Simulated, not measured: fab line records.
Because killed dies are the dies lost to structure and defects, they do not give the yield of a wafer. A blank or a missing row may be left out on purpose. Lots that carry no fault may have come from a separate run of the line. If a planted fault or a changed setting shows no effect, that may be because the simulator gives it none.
A lot that was struck, set against a sound lot ; flow sky130 ; 21 out of 708 route steps
Sound: wafers L647.1, L647.4, L647.5. Wafers L655.3, L655.4, L655.5 were the ones struck. At the end, the cause is stated.
Per side, at each step with rows, come the tool, then ch with its chambers, and then its first start. Under that, the readings that differ: sound wafers ; struck wafers ; difference of the means ; sigmas: that difference in standard deviations of wafers without a fault.
alike: same words and numbers on both sides, and readings whose means sit less than 2 such deviations apart. not compared: any withheld reading, any reading some wafer has no value for, any bound like >300 that may hide the same value, and any number with overlapping values for which the record gives no deviation.
A row with sigmas, a row that says differs or no value, or rows on one side alone: a step with any of these is where the two part. Non-overlapping numbers with no deviation appear without sigmas and do not part them. Lack of a reading on every wafer of one side parts them only where that side has two or more wafers.

first, 1 step without rows for these wafers: SKY_RES_XHIGH_IMPLANT_07.
SKY_RES_XHIGH_STRIP_08: strips in O2/N2.
  sound on plasmaAsher-04 ch 0,1, day 28 18:53; struck on plasmaAsher-02 ch 0,1, day 31 08:54
  alike: drypumpMotorCurrentA, oesProductAu, stripTimeToEndpointS
  not compared: rfHoursCounterH
SKY_RES_XHIGH_TW_MEAS_09:
  struck on filmMetro-04, day 31 08:59; sound on filmMetro-02, day 28 18:59
  alike: RES_XHIGH_TW
then, 7 steps without rows for these wafers: SKY_SD_N_DEHYDRATE_00 (time 60 s); SKY_SD_N_HMDS_01 (prime time 60 s); SKY_SD_N_COAT_02 (resist thk 1140 nm); SKY_SD_N_SOFTBAKE_03 (time 60 s); SKY_SD_N_EXPOSE_04 (exposes mask NSDM, target cd 380 nm); SKY_SD_N_PEB_05; SKY_SD_N_DEVELOP_06 (develop time 60 s).
SKY_SD_N_CD_MEAS_07: the cd target is 380 nm.
  struck on cdSem-02, day 32 12:07; sound on cdSem-02, day 29 23:34
  alike: cdNm
SKY_SD_N_OVL_MEAS_08:
  struck on overlay-01, day 32 12:12; sound on overlay-02, day 29 23:41
  alike: SD_N_OVL
SKY_SD_N_IMPLANT_09:
  sound on implanter-03 ch 0, day 29 23:43; struck on implanter-04 ch 0, day 32 12:16
reading;sound;struck;difference;sigmas
beamEnergyKeV;50.008 49.985 49.986;36.400 36.430 36.424;-13.575;-99 or more
model.implant.rpNm (nm);31.63 31.63 31.63;25.53 25.53 25.53;-6.10;
model.implant.drpNm (nm);14.11 14.11 14.11;11.14 11.14 11.14;-2.97;
  alike: beamOnS
following that, these wafers have no rows for 1 step: SKY_SD_N_IMPLANT_10.
SKY_SD_N_STRIP_11: strips in O2/N2.
  sound on plasmaAsher-03 ch 0,1, day 30 00:01; struck on plasmaAsher-03 ch 0,1, day 32 12:34
reading;sound;struck;difference;sigmas
oesProductAu (a.u.);0.534 0.516 0.529;0.566 0.555 0.551;+0.031;+6
stripTimeToEndpointS (s);22.58 22.55 22.52;20.54 20.50 20.47;-2.05;-38
  alike: drypumpMotorCurrentA
  not compared: rfHoursCounterH
SKY_SD_N_TW_MEAS_12:
  struck on filmMetro-02, day 32 12:38; sound on filmMetro-02, day 30 00:07
reading;sound;struck;difference;sigmas
SD_N_TW;3970 3963 3988;3686 3686 3666;-294;-16
then, 1 step without rows for these wafers: SKY_SD_N_CLEAN_13 (cleans in SC1/SC2, time 150 s).
SKY_SD_N_RTA_14: time 2 s.
  sound on rtpAnneal-02 ch 0, day 30 00:14; struck on rtpAnneal-02 ch 0, day 32 12:45
  alike: annealTempCMax, lampPowerPct, rampUpCPerS, wafer_temp_C_max
SKY_SD_N_RS_MEAS_16: uses a four-point probe to measure.
  struck on filmMetro-02, day 32 12:57; sound on filmMetro-03, day 30 00:24
reading;sound;struck;difference;sigmas
SD_N_RS (ohm/sq);68.43 68.33 68.54;79.48 79.44 79.74;+11.12;+93
SKY_SD_N_RS_MEAS_17: uses a four-point probe to measure.
  struck on filmMetro-02, day 32 13:04; sound on filmMetro-03, day 30 00:31
  alike: SD_P_RS
-- the record jumps here: 17 days lie between the struck wafers' starts before and after (it left off in module SD_N and takes up again in module PAD_OPEN, whose first step shown is number 708 of the route) --
SKY_PAD_OPEN_PROBE_99:
  struck on prober-02, day 49 04:46; sound on prober-02, day 47 08:02
reading;sound;struck;difference;sigmas
killedOpen;50 45 38;60 57 57;+14;+2
model.etest.resNdiff.lineOhmUm;793.2 786.5 769.5;867.4 872.8 858.9;+83.3;
model.etest.resNdiff.rsOhmSq;122.1 122.4 122.3;134.5 134.7 134.3;+12.2;
model.etest.resNdiffHv.rsOhmSq;116.1 115.9 115.5;128.1 128.1 127.5;+12.1;
  alike: killed_at_M0_to_M3, killed_at_M4_up, killedAtContacts, killedAtFrontEnd, killedAtOther, killedDies, killedShort
  not compared: model.etest.sonosUncharged.rOnOhmUm

WHERE THEY PART
At SKY_SD_N_IMPLANT_09 first; at SKY_PAD_OPEN_PROBE_99 last (within this record only).

WHY: what the simulator had put in
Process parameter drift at SKY_SD_N_IMPLANT_09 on implanter-04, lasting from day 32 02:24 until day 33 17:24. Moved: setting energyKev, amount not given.
